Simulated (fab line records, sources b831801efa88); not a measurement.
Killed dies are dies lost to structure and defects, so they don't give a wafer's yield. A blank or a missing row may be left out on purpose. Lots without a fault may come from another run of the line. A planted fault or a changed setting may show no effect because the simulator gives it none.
fab line records | flow sky130
record lots=6 wafers=18 last_day=50
route steps=708 shown LI_CONTACT@371 LOCAL_INTERCONNECT@387
lots that met no fault: from a run of the same line without faults
start_h: hours from the record's first day to the start of the lot's first wafer shown | wait_h: hours since the lot's step before | " the same as in the row above | L1.1+2: a row that stands for several wafers | - no value, or no start given | * or withheld: withheld | < > ~ a bound
route shown NAME@n: a module of which the file shows steps, and the number in the route of the first | usual: mean/standard deviation of fault-free wafers | same: alike in all rows | chamber/n: place in a boat | sites: the reading at each site | _std_site: their standard deviation | _edge_site: outer sites' mean less inner sites' | radius_mm: how far each site lies from the wafer's centre | mask NAME#n: copy n | behind: the tool/chamber that last shaped the wafer | hold: why the lot was held/for how many hours/how that ended | device: the transistor (n, p or np) that didn't switch | end of line: the same wafers' tests at the end of the route | a step without rows: its recipe alone | killed: dies lost to structure and defects at the first sort, not the wafer's yield | map: a wafer's dies, x killed, . not, _ none there
set.NAME: the setting as run; set.NAME@STEP: as run at that earlier step | model.NAME: the simulator's own value behind a step, which no gauge read
lots at some steps of the route; a table a step, a row a wafer
services: from which hour (start_h, from the record's first day; less than 0 if before it) a tool's chamber was out of use, for how many hours, and why
## steps
# step SKY_LI_CONTACT_EXPOSE_09
# recipe mask_id=LICM1 na=0.8 source_shape=annular sigma_inner=0.55 sigma_outer=0.85 target_cd_nm=170 dose_mj=38
# step SKY_LI_CONTACT_PEB_10
# recipe peb_temp_c=withheld peb_time_s=withheld resist=KrF-thick
# step SKY_LI_CONTACT_DEVELOP_11
# recipe develop_time_s=60 resist=KrF-thick dev_temp_c=21
# step SKY_LI_CONTACT_CD_MEAS_12
# recipe target_cd_nm=170
# usual cd_nm=169.7/1.7
# columns lot.wafer tool chamber start_h wait_h cd_nm
L287.3 cd_sem-01 - 676.49 - 169.5
L287.4 " - " " 171.2
L287.5 " - " " 171.1
L294.3 cd_sem-02 - 735.91 - 167.6
L294.4 " - " " 169.5
L294.6 " - " " 168.3
L298.1 cd_sem-02 - 766.92 - 172.3
L298.3 " - " " 171.7
L298.4 " - " " 170.9
L307.3 cd_sem-01 - 828.81 - 168.6
L307.5 " - " " 171.1
L307.6 " - " " 169.6
L308.1 cd_sem-01 - 841.47 - 169.4
L308.4 " - " " 169.6
L308.5 " - " " 168.0
L310.1 cd_sem-02 - 852.89 - 171.1
L310.4 " - " " 170.3
L310.5 " - " " 171.7
# step SKY_LI_CONTACT_OVL_MEAS_13
# usual LI_CONTACT_OVL=-3/6.2
# columns lot.wafer tool chamber start_h wait_h LI_CONTACT_OVL[nm]
L287.3 overlay-02 - 676.59 0.1 -7
L287.4 " - " " 1
L287.5 " - " " -5
L294.3 overlay-02 - 736.00 0.1 -6
L294.4 " - " " -2
L294.6 " - " " -4
L298.1 overlay-02 - 767.04 0.1 -9
L298.3 " - " " -11
L298.4 " - " " -5
L307.3 overlay-02 - 828.90 0.1 -13
L307.5 " - " " -14
L307.6 " - " " -6
L308.1 overlay-01 - 841.59 0.1 -2
L308.4 " - " " 7
L308.5 " - " " -3
L310.1 overlay-02 - 853.01 0.1 -4
L310.4 " - " " -11
L310.5 " - " " -7
# step SKY_LI_CONTACT_ETCH_14
# recipe chemistry=N2/H2 target=BARC ion_energy_ev=200 source_w=500 bias_w=100 pressure_mtorr=30 n2_flow_sccm=100 h2_flow_sccm=200 stop_on=SiO2 time_s=45.9 target_depth_a=600
# usual drypump_motor_current_A=5.7/0.5 oes_product_au=0.855/0.0052 throttle_valve_pct=13.226/0.0082
# same time_s=45.9
# columns lot.wafer tool chamber start_h wait_h drypump_motor_current_A oes_product_au rf_hours_counter_h throttle_valve_pct
L287.3 rie_diel-01 0 676.61 0.0 5.0 0.853 5 13.251
L287.4 " 2 " " 6.2 0.845 - 13.231
L287.5 " 1 " " 5.9 0.863 - 13.221
L294.3 rie_diel-03 3 736.02 0.0 6.4 0.855 7 13.221
L294.4 " 0 " " 5.2 0.851 17 13.224
L294.6 " 1 " " 4.8 0.854 - 13.225
L298.1 rie_diel-03 3 767.07 0.0 6.4 0.849 7 13.225
L298.3 " 0 " " 5.2 0.855 17 13.227
L298.4 " 2 " " 5.7 0.859 7 13.221
L307.3 rie_diel-01 1 828.92 0.0 5.8 0.856 6 13.219
L307.5 " 2 " " 6.2 0.861 - 13.234
L307.6 " 3 " " 6.2 0.863 - 13.225
L308.1 rie_diel-02 0 841.62 0.0 5.9 0.862 15 13.233
L308.4 " 3 " " 5.9 0.858 3 13.230
L308.5 " 2 " " 5.8 0.849 - 13.214
L310.1 rie_diel-01 3 853.04 0.0 6.2 0.863 9 13.225
L310.4 " 0 " " 5.0 0.849 10 13.222
L310.5 " 2 " " 6.2 0.851 - 13.243
# step SKY_LI_CONTACT_ETCH_15
# recipe target=PSG chemistry=C4F8/O2/Ar stop_on=Si taper_deg=4.15 mask_material=KrF-thick source_w=1500 bias_w=1200 pressure_mtorr=40 c4f8_flow_sccm=withheld O2_flow_sccm=6 Ar_flow_sccm=300 time_s=withheld target_depth_a=6000
# step SKY_LI_CONTACT_STRIP_16
# recipe chemistry=O2/N2 power_w=1400 pressure_mtorr=1500 platen_temp_c=withheld o2_flow_sccm=3000 n2_flow_sccm=300 overash_fraction=0.5
# usual drypump_motor_current_A=5.9/0.37 oes_product_au=0.376/0.0046 strip_time_to_endpoint_s=3.512/0.029
# columns lot.wafer tool chamber start_h wait_h drypump_motor_current_A oes_product_au rf_hours_counter_h strip_time_to_endpoint_s
L287.3 plasma_asher-04 1 676.77 - 5.9 0.386 - 3.497
L287.4 " 0 " " 5.8 0.375 - 3.520
L287.5 " 0 " " 5.8 0.384 - 3.543
L294.3 plasma_asher-03 0 736.18 - 5.8 0.377 - 3.564
L294.4 " 1 " " 5.9 0.368 - 3.507
L294.6 " 1 " " 6.0 0.376 - 3.548
L298.1 plasma_asher-02 0 767.20 - 6.6 0.377 60 3.549
L298.3 " 1 " " 5.4 0.374 - 3.512
L298.4 " 0 " " 6.6 0.370 - 3.542
L307.3 plasma_asher-02 1 829.09 - 5.4 0.376 - 3.501
L307.5 " 1 " " 5.4 0.372 - 3.537
L307.6 " 0 " " 6.6 0.378 - 3.509
L308.1 plasma_asher-03 0 841.75 - 5.8 0.371 41 3.470
L308.4 " 0 " " 5.8 0.370 - 3.463
L308.5 " 0 " " 5.8 0.373 - 3.448
L310.1 plasma_asher-03 1 853.17 - 5.9 0.376 42 3.504
L310.4 " 0 " " 5.8 0.374 - 3.502
L310.5 " 1 " " 5.9 0.376 - 3.519
# step SKY_LI_CONTACT_CLEAN_17
# recipe chemistry=NMP time_s=600 temp_c=60 dry=n2_spin
# step SKY_LI_CONTACT_PRE_CLEAN_18
# recipe gas=Ar time_s=5.6 bias_v=358
# step SKY_LI_CONTACT_SPUTTER_19
# recipe material=Ti target_thk_nm=20 chamber_pressure_pa=5 power_w=2500 substrate_temp_c=200 time_s=106.37
# usual throttle_valve_pct=29.8/1.2
# same time_s=106.37
# columns lot.wafer tool chamber start_h wait_h throttle_valve_pct
L287.3 pvd_sputter-01 - 677.03 0.0 28.9
L287.4 " - " " 30.1
L287.5 " - " " 29.0
L294.3 pvd_sputter-01 - 736.48 0.0 28.5
L294.4 " - " " 29.1
L294.6 " - " " 28.7
L298.1 pvd_sputter-02 - 767.50 0.0 30.7
L298.3 " - " " 32.1
L298.4 " - " " 31.0
L307.3 pvd_sputter-01 - 829.35 0.0 30.2
L307.5 " - " " 30.0
L307.6 " - " " 29.3
L308.1 pvd_sputter-02 - 842.06 0.0 31.8
L308.4 " - " " 30.8
L308.5 " - " " 32.1
L310.1 pvd_sputter-01 - 853.47 0.0 29.4
L310.4 " - " " 30.2
L310.5 " - " " 28.4
# step SKY_LI_CONTACT_SPUTTER_20
# recipe material=TiN target_thk_nm=20 chamber_pressure_pa=5 power_w=4000 time_s=80
# usual throttle_valve_pct=29.8/1.2
# same time_s=80
# columns lot.wafer tool chamber start_h wait_h throttle_valve_pct
L287.3 pvd_sputter-01 - 677.11 0.0 29.1
L287.4 " - " " 30.4
L287.5 " - " " 29.5
L294.3 pvd_sputter-01 - 736.56 0.0 28.6
L294.4 " - " " 28.8
L294.6 " - " " 28.2
L298.1 pvd_sputter-02 - 767.57 0.0 30.9
L298.3 " - " " 31.7
L298.4 " - " " 31.1
L307.3 pvd_sputter-01 - 829.42 0.0 30.2
L307.5 " - " " 30.2
L307.6 " - " " 29.5
L308.1 pvd_sputter-02 - 842.14 0.0 31.4
L308.4 " - " " 30.5
L308.5 " - " " 32.0
L310.1 pvd_sputter-01 - 853.54 0.0 29.2
L310.4 " - " " 30.1
L310.5 " - " " 28.4
# step SKY_LI_CONTACT_CVD_21
# recipe material=W target_thk_nm=400 time_s=120.56 temp_c=400 pressure_torr=40
# usual heater_power_w=844/21
# columns lot.wafer tool chamber start_h wait_h heater_power_w model.W_of_LI_CONTACT_CVD_21.thk_nm
L287.3 cvd_w-02 1 677.21 0.1 841 400.3
L287.4 " 0 " " 869 401.8
L287.5 " 0 " " 848 402
L294.3 cvd_w-01 1 736.66 0.1 839 399.8
L294.4 " 0 " " 807 408.3
L294.6 " 1 " " 859 399.2
L298.1 cvd_w-02 0 767.63 0.0 858 404.1
L298.3 " 1 " " 849 408.3
L298.4 " 0 " " 859 399.6
L307.3 cvd_w-01 0 829.53 0.1 828 414.4
L307.5 " 1 " " 867 403.4
L307.6 " 0 " " 825 517.3
L308.1 cvd_w-01 0 842.20 0.0 848 516.2
L308.4 " 0 " " 853 408.6
L308.5 " 1 " " 867 400.9
L310.1 cvd_w-02 1 853.60 0.0 840 406.4
L310.4 " 1 " " 850 405.3
L310.5 " 0 " " 870 398.9
# step SKY_LI_CONTACT_RS_MEAS_22
# recipe thk_meas_gauge=four-point-probe reads=W_of_LI_CONTACT_CVD_21+TiN_of_LI_CONTACT_SPUTTER_20+Ti_of_LI_CONTACT_SPUTTER_19
# usual LI_CONTACT_W_RS=0.283/0.0035
# columns lot.wafer tool chamber start_h wait_h LI_CONTACT_W_RS[ohm/sq]
L287.3 film_metro-02 - 677.33 0.1 0.285
L287.4 " - " " 0.284
L287.5 " - " " 0.284
L294.3 film_metro-01 - 736.78 0.1 0.286
L294.4 " - " " 0.280
L294.6 " - " " 0.286
L298.1 film_metro-01 - 767.76 0.1 0.282
L298.3 " - " " 0.279
L298.4 " - " " 0.286
L307.3 film_metro-01 - 829.65 0.1 0.275
L307.5 " - " " 0.283
L307.6 " - " " 0.220
L308.1 film_metro-01 - 842.33 0.1 0.221
L308.4 " - " " 0.280
L308.5 " - " " 0.285
L310.1 film_metro-02 - 853.73 0.1 0.281
L310.4 " - " " 0.282
L310.5 " - " " 0.286
# step SKY_LI_CONTACT_THK_MEAS_23
# recipe thk_meas_gauge=xrf reads=W_of_LI_CONTACT_CVD_21
# usual LI_CONTACT_W_THK=386/7
# columns lot.wafer tool chamber start_h wait_h LI_CONTACT_W_THK[nm]
L287.3 film_metro-02 - 677.43 0.1 381
L287.4 " - " " 381
L287.5 " - " " 381
L294.3 film_metro-01 - 736.88 0.1 387
L294.4 " - " " 397
L294.6 " - " " 386
L298.1 film_metro-01 - 767.88 0.1 388
L298.3 " - " " 396
L298.4 " - " " 387
L307.3 film_metro-01 - 829.75 0.1 404
L307.5 " - " " 393
L307.6 " - " " 499
L308.1 film_metro-01 - 842.45 0.1 489
L308.4 " - " " 391
L308.5 " - " " 386
L310.1 film_metro-02 - 853.85 0.1 388
L310.4 " - " " 386
L310.5 " - " " 377
# step SKY_LI_CONTACT_CMP_24
# recipe stop_on=PSG t_overpolish_s=20 down_force_psi=3.5 platen_rpm=60 target_thk_nm=0 pad_velocity_m_s=0.94248
# usual motor_current_A=11.3/1.3 time_to_endpoint_s=96/3.5
# columns lot.wafer tool chamber start_h wait_h motor_current_A time_to_endpoint_s
L287.3 cmp-01 1 677.47 0.0 10.3 96
L287.4 " 2 " " 10.4 99
L287.5 " 1 " " 10.8 97
L294.4 cmp-01 1 736.92 0.0 10.3 97
L294.3 " 0 " " 12.6 99
L294.6 " 1 " " 10.3 97
L298.3 cmp-02 0 767.94 0.0 12.0 97
L298.4 " 2 " " 12.8 89
L298.1 " 3 " " 10.3 92
L307.3 cmp-02 1 829.79 0.0 9.7 98
L307.6 " 1 " " 9.7 125
L307.5 " 2 " " 12.4 94
L308.1 cmp-01 0 842.51 0.1 13.2 124
L308.4 " 1 " " 10.3 94
L308.5 " 1 " " 9.9 91
L310.1 cmp-02 1 853.91 0.1 9.6 93
L310.4 " 3 " " 10.1 90
L310.5 " 1 " " 9.4 91
# step SKY_LOCAL_INTERCONNECT_SPUTTER_00
# recipe material=TiN target_thk_nm=100 temp_c=300 power_w=6500 time_s=83.3 chamber_pressure_pa=0.4
# usual throttle_valve_pct=29.3/0.86
# same time_s=83.3
# columns lot.wafer tool chamber start_h wait_h throttle_valve_pct
L287.3 pvd_sputter-01 - 677.77 0.2 29.4
L287.4 " - " " 28.3
L287.5 " - " " 29.6
L294.3 pvd_sputter-04 - 737.22 0.1 29.0
L294.4 " - " " 27.8
L294.6 " - " " 27.8
L298.1 pvd_sputter-04 - 768.24 0.1 28.4
L298.3 " - " " 29.9
L298.4 " - " " 29.1
L307.3 pvd_sputter-04 - 830.09 0.2 27.7
L307.5 " - " " 28.8
L307.6 " - " " 27.8
L308.1 pvd_sputter-03 - 842.81 0.2 31.1
L308.4 " - " " 30.0
L308.5 " - " " 28.7
L310.1 pvd_sputter-04 - 854.21 0.2 28.9
L310.4 " - " " 29.1
L310.5 " - " " 29.8
## services
# columns tool chamber start_h hours kind
rie_diel-01 3 659.08 22.8 repair
pvd_sputter-03 - 666.45 0.9 repair
cmp-01 - 668.82 0.9 repair
pvd_sputter-04 - 672.37 7.4 repair
rie_diel-02 0 679.17 10.4 repair
rie_diel-01 - 680.98 4.3 pm
cmp-01 - 694.46 5.7 repair
cvd_w-02 - 699.37 0.4 repair
cmp-01 - 713.33 1.5 repair
cmp-02 - 714.68 0.5 repair
cmp-02 - 744.00 4.0 pm
rie_diel-03 - 747.42 2.8 pm
cvd_w-01 - 768.27 1.0 repair
cmp-01 - 787.28 0.5 repair
plasma_asher-03 - 802.61 2.8 pm
rie_diel-03 2 802.85 6.4 repair
cmp-01 - 808.74 3.4 repair
rie_diel-03 3 809.97 4.1 repair
pvd_sputter-02 - 810.82 3.4 repair
rie_diel-01 - 817.17 0.6 repair
rie_diel-01 2 830.32 5.5 repair
rie_diel-03 3 832.31 3.9 repair
cmp-01 - 838.26 3.9 pm
rie_diel-01 3 848.14 2.5 repair
## key
first_sign step=SKY_LI_CONTACT_RS_MEAS_22 reading=LI_CONTACT_W_RS direction=down sigmas=18 usual=0.283 struck=0.221
effect step=SKY_LI_CONTACT_THK_MEAS_23 reading=LI_CONTACT_W_THK direction=up sigmas=15 usual=386 struck=494
effect step=SKY_LI_CONTACT_CMP_24 reading=time_to_endpoint_s direction=up sigmas=8.2 usual=* struck=*
model_effect step=SKY_LI_CONTACT_CVD_21 value=W_of_LI_CONTACT_CVD_21.thk_nm without=412.8 struck=516.8
met_at SKY_LI_CONTACT_CVD_21
struck_wafers L307.6,L308.1
tester_left_out L307,L308
onset_between 736.66 829.53
fault kind=process_parameter_drift tool=cvd_w-01 chamber=- onset_h=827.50 steps=SKY_LI_CONTACT_CVD_21 channel=target_thk_nm offset=101.96 shape=step end_h=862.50 scope=struck_wafers_only acts_in=these_recipes_only stated=400
# tester_left_out: of these lots the tester's yield and bins aren't shown, on N5 and GAA mostly nor the transistor test; their killed dies are dies lost to structure and defects alone, not to doping, threshold or leakage, so they don't give the yield
